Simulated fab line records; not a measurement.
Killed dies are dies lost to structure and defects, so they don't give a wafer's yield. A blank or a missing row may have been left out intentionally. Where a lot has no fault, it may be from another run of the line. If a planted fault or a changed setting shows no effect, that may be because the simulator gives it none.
Which tool was responsible?	flow sfq_line	42 wafers from 14 lots sampled at 2 of the route's 325 steps

WHAT THE GAUGES READ, wafer by wafer
SFQ_M0_RS_MEAS_904: uses a four-point probe to measure.
lot	measured	on	M0_NB_RS (ohm/sq)
L219	day 7 06:49	film_metro-03	0.882 0.881 0.894
L220	day 7 12:49	film_metro-03	0.883 0.881 0.889
L224	day 9 02:15	film_metro-02	0.884 0.886 0.880
L225	day 9 15:44	film_metro-01	0.887 0.892 0.888
L227	day 10 07:28	film_metro-02	0.902 0.895 0.897
L232	day 11 17:07	film_metro-01	0.888 0.878 0.745
L233	day 11 23:11	film_metro-03	0.901 0.899 0.756
L235	day 12 16:01	film_metro-02	0.897 0.894 0.880
L236	day 12 19:34	film_metro-02	0.899 0.893 0.892
L237	day 13 07:43	film_metro-01	0.894 0.888 0.886
L238	day 13 13:43	film_metro-02	0.895 0.904 0.902
L239	day 14 02:54	film_metro-03	0.894 0.892 0.895
L241	day 14 16:06	film_metro-03	0.883 0.881 0.887
L242	day 15 04:06	film_metro-03	0.886 0.885 0.883

WHICH TOOL RAN EACH LOT (tool, then ch and the chambers of the sampled wafers, then the start)
lot	SFQ_TRILAYER_M0_DEP_SPUTTER_019
L219	pvd_sputter-06, day 7 06:41
L220	pvd_sputter-06, day 7 12:41
L224	pvd_sputter-03, day 9 02:08
L225	pvd_sputter-06, day 9 15:38
L227	pvd_sputter-03, day 10 07:22
L232	pvd_sputter-03, day 11 16:58
L233	pvd_sputter-03, day 11 23:05
L235	pvd_sputter-06, day 12 15:53
L236	pvd_sputter-06, day 12 19:29
L237	pvd_sputter-06, day 13 07:37
L238	pvd_sputter-06, day 13 13:37
L239	pvd_sputter-05, day 14 02:49
L241	pvd_sputter-06, day 14 16:01
L242	pvd_sputter-03, day 15 04:01
- SFQ_TRILAYER_M0_DEP_SPUTTER_019: material Nb, target thk 200 nm, time 133.3 s.

AS READ BY THE TOOLS THEMSELVES (means over the sampled wafers that have a number; for cases with no such wafer, the mark the record gives instead)
SFQ_TRILAYER_M0_DEP_SPUTTER_019.
lot	tool	throttle_valve_pct (%)
L219	pvd_sputter-06	29.5
L220	pvd_sputter-06	30.2
L224	pvd_sputter-03	30.8
L225	pvd_sputter-06	30.7
L227	pvd_sputter-03	30.8
L232	pvd_sputter-03	30.8
L233	pvd_sputter-03	30.8
L235	pvd_sputter-06	29.7
L236	pvd_sputter-06	29.7
L237	pvd_sputter-06	30.1
L238	pvd_sputter-06	29.7
L239	pvd_sputter-05	30.1
L241	pvd_sputter-06	29.6
L242	pvd_sputter-03	30.8

THE ANSWER, worked out from the rows above alone
Rule: what is usual is taken from the lots themselves. The widest of any qualifying gaps counts: lots, ordered by their means at a reading, are off when they make up no more than a third of the lots, leave a main group of 4 or more, and stand apart from it by 3 or more times the standard deviation of that group's means. Not used: any main group whose means are identical at the precision the tables above print for the reading. A lot without any number at a reading at which 4 lots or more have one is off too. The other lots that the step has rows for count as sound. The gauges are gone through in route order, then the tools' own readings, and for those a lot's mean is taken as printed above. The first step at which some lot is off is used, and at that step the reading that is off furthest; a lot without a number counts as furthest.
Off: L232, L233, at SFQ_M0_RS_MEAS_904 (M0_NB_RS). Mean 0.890 ohm/sq and standard deviation 0.0056 in the main group.
If a tool, at a process step before that reading, ran all the lots that are off and no sound lot after the first of them, it fits. Gauges at SFQ_M0_RS_MEAS_904: tried the same way as those tools. None of those tried fits.

WHAT THE SIMULATOR PUT IN
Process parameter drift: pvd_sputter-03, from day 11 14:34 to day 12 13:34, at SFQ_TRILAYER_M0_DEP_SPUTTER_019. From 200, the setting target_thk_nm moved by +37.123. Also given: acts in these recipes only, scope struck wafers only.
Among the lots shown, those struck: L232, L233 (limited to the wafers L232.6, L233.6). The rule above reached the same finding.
